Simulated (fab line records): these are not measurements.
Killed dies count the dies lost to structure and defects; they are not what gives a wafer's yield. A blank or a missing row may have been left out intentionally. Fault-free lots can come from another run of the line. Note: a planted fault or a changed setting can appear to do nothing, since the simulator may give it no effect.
Chamber matching -- flow sky130 -- rie-si-01 running SKY_FIELD_ISO_ETCH_17: 4 sister chambers
The step etches Si in HBr/Cl2/O2, target depth 342 nm, time 97.7 s. 8 wafers are shown with their chamber, then 8 later ones without.

== WAFERS PAIRED WITH THEIR CHAMBERS ==
wafer,chamber,drypump-motor-current-A (A),oes-product-au (a.u.)
L280.1,1,5.8,1.001
L280.4,0,5.3,1.003
L282.2,2,6.1,1.014
L282.5,3,4.8,1.003
L286.4,2,6.0,1.008
L286.5,0,5.3,0.999
L286.6,3,4.8,1.009
L291.4,1,5.8,1.007

== WAFERS WITH NO CHAMBER GIVEN ==
wafer,drypump-motor-current-A (A),oes-product-au (a.u.)
L291.5,6.0,1.007
L291.6,4.8,1.016
L294.1,5.8,1.010
L294.4,6.0,1.029
L294.5,6.0,1.012
L295.2,5.8,1.003
L295.3,6.0,1.005
L295.4,4.8,1.009

== WHICH CHAMBER EACH ONE RAN IN ==
wafer,from the rows above,in truth
L291.5,2,2
L291.6,3,3
L294.1,1,1
L294.4,2,2
L294.5,2,2
L295.2,1,1
L295.3,2,2
L295.4,3,3
Placed correctly: 8 of 8. Number that these rows cannot place: 0. Wrongly placed: 0.
How it was worked out, from the rows above alone: a wafer's distance from a chamber is the root of the sum, over the readings, of the square of ((its reading less the chamber's mean) divided by the reading's scatter). If the next closest chamber is less than 2 further off than the closest, the wafer can't be placed; otherwise it belongs to the closest. The mean given for a chamber averages the wafers shown for that chamber. The scatter: take each reading less its chamber's mean, square it, sum over the shown wafers, divide by the number of wafers less the number of chambers, and take the root.
